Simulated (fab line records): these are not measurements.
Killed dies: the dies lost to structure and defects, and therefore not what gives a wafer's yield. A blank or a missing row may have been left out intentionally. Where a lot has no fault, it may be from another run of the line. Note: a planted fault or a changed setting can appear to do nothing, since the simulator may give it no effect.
fab line records ; flow gf180mcu
record lots=11; wafers=33; lastDay=33
route steps=602 shown VT_IMPLANT@132 HV_LDD@225 SAB@274
lots that met no fault: from a run of the same line without faults
startH: hours from the record's first day to the start of the lot's first wafer shown ; waitH: hours elapsed since this lot's preceding step ; " unchanged from the row above ; L1.1+2: a row that stands for several wafers ; - no value present, or no start provided ; * or withheld: withheld ; < > ~ a bound
route shown NAME@n: names a module that has steps shown in the file, with the first one's number in the route ; usual: the fault-free wafers' mean and standard deviation ; same: alike in all rows ; chamber/n: place in a boat ; sites: the reading at each site ; _std_site: their standard deviation ; _edge_site: mean of outer sites minus mean of inner sites ; radiusMm: how far each site lies from the wafer's centre ; mask NAME#n: copy n ; behind: the most recent tool/chamber to have shaped the wafer ; hold: cause of the lot's hold/its duration in hours/its outcome ; device: the n, p or np transistor that did not switch ; end of line: tests of these same wafers at the route's end ; a step with no rows: only its recipe ; killed: dies lost to structure and defects at the first sort, not the wafer's yield ; map: shows each die of a wafer: x if killed, . if not, _ if none is there
set.NAME: setting as actually run; set.NAME@STEP: the setting as run at that earlier step ; model.NAME: the simulator's own value behind a step, which no gauge read
steps of the route over a sample of lots; a table a step, a row a wafer
services: the hour from which a tool's chamber was out of use, counted from the record's first day as startH (under 0 if before that day), plus the number of hours and why
## steps
# step GF_VT_IMPLANT_STRIP_42
# recipe chemistry=O2/N2; powerW=1400; pressureMtorr=1500; platenTempC=250; o2FlowSccm=3000; n2FlowSccm=300; overashFraction=0.5
# usual drypumpMotorCurrentA=5.9/0.5; heaterPowerW=307/27; oesProductAu=0.716/0.0049; stripTimeToEndpointS=12.634/0.03
lot.wafer;tool;chamber;startH;waitH;drypumpMotorCurrentA;heaterPowerW;oesProductAu;rfHoursCounterH;stripTimeToEndpointS
L703.1;plasmaAsher-03;1;163.94;0.1;5.1;295;0.715;54;12.631
L703.4;plasmaAsher-03;0;163.94;0.1;5.9;310;0.716;-;12.642
L703.5;plasmaAsher-03;0;163.94;0.1;5.9;305;0.723;-;12.637
L706.1;plasmaAsher-03;1;185.64;0.1;5.1;297;0.720;56;12.645
L706.2;plasmaAsher-03;0;185.64;0.1;5.9;311;0.713;56;12.641
L706.5;plasmaAsher-03;1;185.64;0.1;5.1;297;0.713;-;12.644
L707.3;plasmaAsher-01;0;190.13;0.1;6.2;247;0.716;-;12.574
L707.5;plasmaAsher-01;1;190.13;0.1;5.1;336;0.712;-;12.582
L707.6;plasmaAsher-01;0;190.13;0.1;6.2;248;0.723;-;12.576
L708.2;plasmaAsher-04;1;197.00;0.1;6.2;306;0.712;54;12.674
L708.3;plasmaAsher-04;1;197.00;0.1;6.2;321;0.707;-;12.690
L708.5;plasmaAsher-04;0;197.00;0.1;6.3;338;0.718;-;12.658
L709.3;plasmaAsher-04;0;209.12;0.1;6.3;336;0.720;-;12.580
L709.5;plasmaAsher-04;0;209.12;0.1;6.3;337;0.711;-;12.621
L709.6;plasmaAsher-04;1;209.12;0.1;6.2;307;0.715;-;12.616
L711.1;plasmaAsher-03;0;218.39;0.1;5.9;315;0.721;59;12.591
L711.2;plasmaAsher-03;1;218.39;0.1;5.1;295;0.717;59;12.598
L711.4;plasmaAsher-03;0;218.39;0.1;5.9;315;0.717;-;12.643
L713.1;plasmaAsher-04;1;235.99;0.1;6.3;305;0.715;58;12.626
L713.3;plasmaAsher-04;0;235.99;0.1;6.3;327;0.717;-;12.661
L713.5;plasmaAsher-04;0;235.99;0.1;6.3;337;0.716;-;12.667
L715.1;plasmaAsher-01;1;244.79;0.1;5.1;323;0.709;13;12.631
L715.2;plasmaAsher-01;0;244.79;0.1;6.2;251;0.708;13;12.615
L715.3;plasmaAsher-01;1;244.79;0.1;5.1;338;0.713;-;12.630
L719.2;plasmaAsher-03;0;274.00;0.1;5.9;314;0.720;65;12.615
L719.4;plasmaAsher-03;1;274.00;0.1;5.1;293;0.714;-;12.636
L719.6;plasmaAsher-03;1;274.00;0.1;5.1;293;0.710;-;12.631
L720.2;plasmaAsher-03;1;277.34;0.1;5.1;291;0.706;66;12.664
L720.5;plasmaAsher-03;1;277.34;0.1;5.1;287;0.710;-;12.621
L720.6;plasmaAsher-03;0;277.34;0.1;5.9;308;0.716;-;12.634
L721.1;plasmaAsher-03;0;284.59;0.1;5.9;309;0.719;67;12.638
L721.2;plasmaAsher-03;1;284.59;0.1;5.1;291;0.714;67;12.663
L721.5;plasmaAsher-03;1;284.59;0.1;5.1;294;0.718;-;12.670
# step GF_HV_LDD_STRIP_49
# recipe chemistry=O2/N2; powerW=1400; pressureMtorr=1500; platenTempC=250; o2FlowSccm=3000; n2FlowSccm=300; overashFraction=0.5
# usual drypumpMotorCurrentA=5.9/0.42; heaterPowerW=315/14; oesProductAu=0.716/0.0046; stripTimeToEndpointS=12.62/0.038
lot.wafer;tool;chamber;startH;waitH;drypumpMotorCurrentA;heaterPowerW;oesProductAu;rfHoursCounterH;stripTimeToEndpointS
L703.1;plasmaAsher-03;1;283.81;0.1;5.1;301;0.714;67;12.65
L703.4;plasmaAsher-03;1;283.81;0.1;5.1;293;0.721;-;12.62
L703.5;plasmaAsher-03;1;283.81;0.1;5.1;295;0.710;-;12.67
L706.1;plasmaAsher-04;1;305.86;0.1;6.2;298;0.714;66;12.66
L706.2;plasmaAsher-04;0;305.86;0.1;6.3;338;0.714;66;12.65
L706.5;plasmaAsher-04;0;305.86;0.1;6.3;335;0.713;-;12.61
L707.3;plasmaAsher-03;0;313.20;0.1;5.9;308;0.716;-;12.63
L707.5;plasmaAsher-03;0;313.20;0.1;5.9;313;0.717;-;12.64
L707.6;plasmaAsher-03;1;313.20;0.1;5.1;299;0.712;-;12.60
L708.2;plasmaAsher-03;0;322.66;0.1;5.9;320;0.709;71;12.63
L708.3;plasmaAsher-03;0;322.66;0.1;5.9;315;0.723;-;12.63
L708.5;plasmaAsher-03;1;322.66;0.1;5.1;290;0.715;-;12.65
L709.3;plasmaAsher-02;1;332.49;0.1;6.2;335;0.717;-;12.65
L709.5;plasmaAsher-02;0;332.49;0.1;5.7;305;0.717;-;12.62
L709.6;plasmaAsher-02;1;332.49;0.1;6.2;326;0.716;-;12.63
L711.1;plasmaAsher-03;1;345.81;0.1;5.1;288;0.714;73;12.64
L711.2;plasmaAsher-03;0;345.81;0.1;5.9;304;0.715;73;12.63
L711.4;plasmaAsher-03;1;345.81;0.1;5.1;299;0.721;-;12.72
L713.1;plasmaAsher-02;0;367.90;0.1;5.7;305;0.718;55;12.65
L713.3;plasmaAsher-02;1;367.90;0.1;6.2;330;0.719;-;12.63
L713.5;plasmaAsher-02;0;367.90;0.1;5.6;300;0.711;-;12.63
L715.1;plasmaAsher-04;0;377.71;0.1;6.2;324;0.722;73;12.61
L715.2;plasmaAsher-04;1;377.71;0.1;6.2;305;0.712;73;12.61
L715.3;plasmaAsher-04;0;377.71;0.1;6.3;332;0.710;-;12.60
L719.2;plasmaAsher-04;0;417.65;0.1;6.3;332;0.711;78;12.61
L719.4;plasmaAsher-04;1;417.65;0.1;6.2;315;0.715;-;12.61
L719.6;plasmaAsher-04;1;417.65;0.1;6.3;312;0.718;-;12.61
L720.2;plasmaAsher-04;0;418.81;0.1;6.3;335;0.709;78;12.58
L720.5;plasmaAsher-04;0;418.81;0.1;6.3;333;0.715;-;12.65
L720.6;plasmaAsher-04;1;418.81;0.1;6.2;309;0.712;-;12.59
L721.1;plasmaAsher-02;0;426.11;0.1;5.7;310;0.707;59;12.66
L721.2;plasmaAsher-02;1;426.11;0.1;6.2;331;0.717;59;12.71
L721.5;plasmaAsher-02;1;426.11;0.1;6.2;330;0.712;-;12.63
# step GF_HV_LDD_CVD_56
# recipe material=Si3N4; precursor=DCS/NH3; targetThkNm=90; tempC=770; timeS=1543; pressureMtorr=250
# usual spikeTcCentreC=769.5/1.1; spikeTcTopC=784/3.7; spikeTcUpperC=769.5/1.2; zonePowerCentrePct=13.0/0.64; zonePowerLowerPct=12.5/0.92; zonePowerUpperPct=14.4/1.3
lot.wafer;tool;chamber;startH;waitH;spikeTcCentreC;spikeTcTopC;spikeTcUpperC;zonePowerCentrePct;zonePowerLowerPct;zonePowerUpperPct
L703.1;lpcvd-02;0;285.36;0.1;769.1;781;770.3;12.5;10.9;14.8
L703.4;lpcvd-02;0;285.36;0.1;768.0;779;769.8;12.7;10.9;14.7
L703.5;lpcvd-02;0;285.36;0.1;768.0;778;767.4;12.8;10.9;14.6
L706.1;lpcvd-01;1;307.33;0.1;770.6;790;771.4;12.3;13.3;16.1
L706.2;lpcvd-01;1;307.33;0.1;769.0;788;770.3;12.4;13.3;15.9
L706.5;lpcvd-01;1;307.33;0.1;771.0;788;771.4;12.4;13.5;15.9
L707.3;lpcvd-01;1;314.64;0.0;770.2;788;771.1;12.4;13.3;16.1
L707.5;lpcvd-01;1;314.64;0.0;769.2;788;771.7;12.4;13.2;15.9
L707.6;lpcvd-01;1;314.64;0.0;769.4;790;770.3;12.3;13.5;16.3
L708.2;lpcvd-01;0;324.14;0.0;768.1;783;769.2;13.4;12.4;12.7
L708.3;lpcvd-01;0;324.14;0.0;770.8;782;770.7;13.4;12.7;13.0
L708.5;lpcvd-01;0;324.14;0.0;768.6;784;770.5;13.8;12.9;13.1
L709.3;lpcvd-01;1;334.85;0.0;770.6;788;769.2;12.4;13.3;16.2
L709.5;lpcvd-01;1;334.85;0.0;768.7;788;770.7;12.5;13.1;16.1
L709.6;lpcvd-01;1;334.85;0.0;771.4;790;769.6;12.4;13.5;16.2
L711.1;lpcvd-01;0;347.34;0.1;769.3;780;767.1;13.4;12.7;13.1
L711.2;lpcvd-01;0;347.34;0.1;771.2;783;769.6;13.7;12.6;13.0
L711.4;lpcvd-01;0;347.34;0.1;770.0;781;769.0;13.7;12.7;13.0
L713.1;lpcvd-01;0;369.67;0.1;770.4;782;769.2;13.6;12.8;13.2
L713.3;lpcvd-01;0;369.67;0.1;770.5;780;768.2;13.4;12.7;12.9
L713.5;lpcvd-01;0;369.67;0.1;769.9;781;768.9;13.7;12.9;13.0
L715.1;lpcvd-02;0;379.19;0.1;768.0;780;768.5;12.7;10.7;14.7
L715.2;lpcvd-02;0;379.19;0.1;770.1;779;770.1;12.6;11.0;14.5
L715.3;lpcvd-02;0;379.19;0.1;768.1;779;769.4;12.5;10.9;14.7
L719.2;lpcvd-02;1;419.13;0.0;769.1;785;769.8;14.0;12.5;13.3
L719.4;lpcvd-02;1;419.13;0.0;768.9;784;768.5;14.0;12.4;13.3
L719.6;lpcvd-02;1;419.13;0.0;770.0;786;771.1;13.7;12.6;13.6
L720.2;lpcvd-01;1;420.29;0.0;744.8;786;772.5;6.7;16.7;19.9
L720.5;lpcvd-01;1;420.29;0.0;745.9;788;773.3;6.7;16.5;19.5
L720.6;lpcvd-01;1;420.29;0.0;744.9;788;773.6;6.6;16.6;19.8
L721.1;lpcvd-01;1;427.60;0.1;746.1;789;775.4;6.6;16.9;20.1
L721.2;lpcvd-01;1;427.60;0.1;747.1;788;771.5;6.5;16.8;19.8
L721.5;lpcvd-01;1;427.60;0.1;746.7;790;774.4;6.5;16.7;20.2
# step GF_HV_LDD_THK_MEAS_57
# recipe reads=Si3N4_of_HV_LDD_CVD_56
# usual HV_LDD_CVD_56_THK=89.9/0.98
lot.wafer;tool;chamber;startH;waitH;HV_LDD_CVD_56_THK[nm]
L703.1;filmMetro-04;-;286.79;0.0;90.1
L703.4;filmMetro-04;-;286.79;0.0;90.5
L703.5;filmMetro-04;-;286.79;0.0;89.8
L706.1;filmMetro-04;-;308.76;0.0;90.2
L706.2;filmMetro-04;-;308.76;0.0;89.7
L706.5;filmMetro-04;-;308.76;0.0;90.1
L707.3;filmMetro-04;-;316.09;0.0;90.1
L707.5;filmMetro-04;-;316.09;0.0;89.5
L707.6;filmMetro-04;-;316.09;0.0;89.6
L708.2;filmMetro-02;-;325.58;0.0;90.3
L708.3;filmMetro-02;-;325.58;0.0;89.8
L708.5;filmMetro-02;-;325.58;0.0;90.3
L709.3;filmMetro-01;-;336.30;0.0;90.3
L709.5;filmMetro-01;-;336.30;0.0;90.1
L709.6;filmMetro-01;-;336.30;0.0;90.1
L711.1;filmMetro-04;-;348.77;0.0;90.0
L711.2;filmMetro-04;-;348.77;0.0;88.8
L711.4;filmMetro-04;-;348.77;0.0;89.7
L713.1;filmMetro-04;-;371.10;0.0;88.3
L713.3;filmMetro-04;-;371.10;0.0;87.9
L713.5;filmMetro-04;-;371.10;0.0;87.3
L715.1;filmMetro-04;-;380.62;0.0;90.1
L715.2;filmMetro-04;-;380.62;0.0;89.3
L715.3;filmMetro-04;-;380.62;0.0;90.1
L719.2;filmMetro-04;-;420.57;0.0;90.6
L719.4;filmMetro-04;-;420.57;0.0;90.4
L719.6;filmMetro-04;-;420.57;0.0;89.8
L720.2;filmMetro-02;-;421.73;0.0;86.5
L720.5;filmMetro-02;-;421.73;0.0;80.5
L720.6;filmMetro-02;-;421.73;0.0;78.5
L721.1;filmMetro-04;-;429.02;0.0;87.8
L721.2;filmMetro-04;-;429.02;0.0;86.6
L721.5;filmMetro-04;-;429.02;0.0;80.6
# step GF_HV_LDD_ETCHBACK_58
# recipe chemistry=CH3F/O2; target=Si3N4; stopOn=SiO2; sourceW=400; biasW=80; pressureMtorr=25; ch3fFlowSccm=40; O2_flow_sccm=30; timeS=100; targetDepthA=900
# usual drypumpMotorCurrentA=5.8/0.4; oesProductAu=0.842/0.007; throttleValvePct=10.560/0.0089
lot.wafer;tool;chamber;startH;waitH;drypumpMotorCurrentA;oesProductAu;rfHoursCounterH;throttleValvePct
L703.1;rieDiel-01;3;286.85;0.1;5.2;0.846;49;10.567
L703.4;rieDiel-01;1;286.85;0.1;5.7;0.843;91;10.555
L703.5;rieDiel-01;1;286.85;0.1;5.7;0.842;-;10.566
L706.1;rieDiel-01;1;308.82;0.1;5.7;0.841;91;10.576
L706.2;rieDiel-01;3;308.82;0.1;5.2;0.839;50;10.576
L706.5;rieDiel-01;3;308.82;0.1;5.2;0.846;-;10.553
L707.3;rieDiel-01;3;316.13;0.0;5.2;0.840;50;10.572
L707.5;rieDiel-01;3;316.13;0.0;5.2;0.840;-;10.573
L707.6;rieDiel-01;1;316.13;0.0;5.7;0.840;-;10.569
L708.2;rieDiel-01;1;325.63;0.0;5.7;0.839;92;10.560
L708.3;rieDiel-01;0;325.63;0.0;5.9;0.838;40;10.557
L708.5;rieDiel-01;1;325.63;0.0;5.7;0.850;-;10.564
L709.3;rieDiel-01;1;336.34;0.0;5.7;0.852;92;10.553
L709.5;rieDiel-01;0;336.34;0.0;5.9;0.839;-;10.561
L709.6;rieDiel-01;3;336.34;0.0;5.2;0.843;-;10.563
L711.1;rieDiel-03;1;348.83;0.1;6.2;0.836;94;10.587
L711.2;rieDiel-03;0;348.83;0.1;6.6;0.839;49;10.550
L711.4;rieDiel-03;3;348.83;0.1;6.1;0.838;-;10.553
L713.1;rieDiel-03;2;371.16;0.1;6.4;0.836;1;10.565
L713.3;rieDiel-03;1;371.16;0.1;6.3;0.828;95;10.561
L713.5;rieDiel-03;3;371.16;0.1;6.0;0.828;-;10.560
L715.1;rieDiel-01;2;380.68;0.1;6.2;0.844;1;10.558
L715.2;rieDiel-01;3;380.68;0.1;5.2;0.843;52;10.566
L715.3;rieDiel-01;1;380.68;0.1;5.7;0.840;94;10.571
L719.2;rieDiel-01;2;420.62;0.0;6.3;0.840;2;10.560
L719.4;rieDiel-01;1;420.62;0.0;5.7;0.844;95;10.584
L719.6;rieDiel-01;2;420.62;0.0;6.2;0.841;-;10.557
L720.2;rieDiel-04;3;421.78;0.0;5.7;0.826;54;10.563
L720.5;rieDiel-04;3;421.78;0.0;5.7;0.797;-;10.549
L720.6;rieDiel-04;2;421.78;0.0;5.3;0.788;-;10.536
L721.1;rieDiel-03;0;429.08;0.1;6.6;0.821;52;10.577
L721.2;rieDiel-03;1;429.08;0.1;6.3;0.828;96;10.565
L721.5;rieDiel-03;1;429.08;0.1;6.3;0.795;-;10.566
# step GF_SAB_OVL_MEAS_10
# usual SAB_OVL=1.0/1.4
lot.wafer;tool;chamber;startH;waitH;SAB_OVL[nm]
L703.1;overlay-02;-;348.87;0.1;2.8
L703.4;overlay-02;-;348.87;0.1;3.1
L703.5;overlay-02;-;348.87;0.1;3.4
L706.1;overlay-02;-;374.42;0.1;2.2
L706.2;overlay-02;-;374.42;0.1;4.6
L706.5;overlay-02;-;374.42;0.1;3.0
L707.3;overlay-02;-;382.73;0.1;-0.1
L707.5;overlay-02;-;382.73;0.1;0.0
L707.6;overlay-02;-;382.73;0.1;0.6
L708.2;overlay-01;-;392.82;0.1;3.1
L708.3;overlay-01;-;392.82;0.1;2.9
L708.5;overlay-01;-;392.82;0.1;2.8
L709.3;overlay-02;-;404.73;0.1;-0.5
L709.5;overlay-02;-;404.73;0.1;1.1
L709.6;overlay-02;-;404.73;0.1;-0.6
L711.1;overlay-01;-;418.97;0.1;-0.9
L711.2;overlay-01;-;418.97;0.1;-1.0
L711.4;overlay-01;-;418.97;0.1;-2.1
L713.1;overlay-01;-;442.82;0.1;1.5
L713.3;overlay-01;-;442.82;0.1;0.2
L713.5;overlay-01;-;442.82;0.1;-0.4
L715.1;overlay-02;-;454.17;0.1;-0.5
L715.2;overlay-02;-;454.17;0.1;0.1
L715.3;overlay-02;-;454.17;0.1;0.4
L719.2;overlay-02;-;494.42;0.1;1.5
L719.4;overlay-02;-;494.42;0.1;0.6
L719.6;overlay-02;-;494.42;0.1;1.2
L720.2;overlay-02;-;495.02;0.1;0.8
L720.5;overlay-02;-;495.02;0.1;1.9
L720.6;overlay-02;-;495.02;0.1;0.0
L721.1;overlay-02;-;501.57;0.1;0.5
L721.2;overlay-02;-;501.57;0.1;0.5
L721.5;overlay-02;-;501.57;0.1;0.8
## services
tool;chamber;startH;hours;kind
rieDiel-04;-;147.68;2.8;pm
rieDiel-03;-;161.78;4.3;pm
plasmaAsher-04;-;174.74;1.2;repair
lpcvd-01;-;216.81;0.8;repair
lpcvd-02;-;222.96;0.5;repair
plasmaAsher-02;-;234.37;4.3;pm
rieDiel-03;3;237.50;6.8;repair
rieDiel-03;-;266.59;6.8;repair
plasmaAsher-02;-;272.93;4.9;repair
rieDiel-01;2;298.77;-;clean
rieDiel-01;0;308.10;7.7;repair
rieDiel-03;-;308.63;2.8;pm
rieDiel-03;2;312.04;2.1;repair
rieDiel-01;0;349.77;5.7;repair
rieDiel-04;2;350.30;10.2;repair
plasmaAsher-02;-;381.10;25.7;repair
rieDiel-04;2;394.69;6.4;repair
plasmaAsher-03;-;396.13;0.4;repair
rieDiel-04;2;405.89;1.3;repair
plasmaAsher-03;-;421.25;9.0;pm
plasmaAsher-03;0;421.25;9.7;ventCycle
plasmaAsher-03;1;421.25;9.7;ventCycle
plasmaAsher-04;-;423.19;3.5;repair
plasmaAsher-03;-;427.15;3.8;repair
## key
firstSign step=GF_HV_LDD_CVD_56; reading=spikeTcCentreC; direction=down; sigmas=22; usual=769.5; struck=745.9
effect step=GF_HV_LDD_CVD_56; reading=zonePowerCentrePct; direction=down; sigmas=10; usual=13.0; struck=6.6
effect step=GF_HV_LDD_THK_MEAS_57; reading=HV_LDD_CVD_56_THK; direction=down; sigmas=6.7; usual=89.9; struck=83.4
effect step=GF_HV_LDD_ETCHBACK_58; reading=oesProductAu; direction=down; sigmas=4.7; usual=0.842; struck=0.809; wafersMoved=5
metAt GF_HV_LDD_CVD_56
struckLots L720,L721
testerLeftOut L720,L721
notActingAt GF_VT_IMPLANT_STRIP_42,GF_HV_LDD_STRIP_49,GF_SAB_OVL_MEAS_10
onsetBetween 369.67 420.29
fault kind=processParameterDrift; tool=lpcvd-01; chamber=-; onsetH=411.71; steps=GF_HV_LDD_CVD_56; channel=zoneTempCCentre; offset=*; shape=step; endH=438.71
# testerLeftOut: of these lots the tester's yield and bins aren't shown, on N5 and GAA mostly nor the transistor test; their killed dies are dies lost to structure and defects alone, not to doping, threshold or leakage, so they don't give the yield
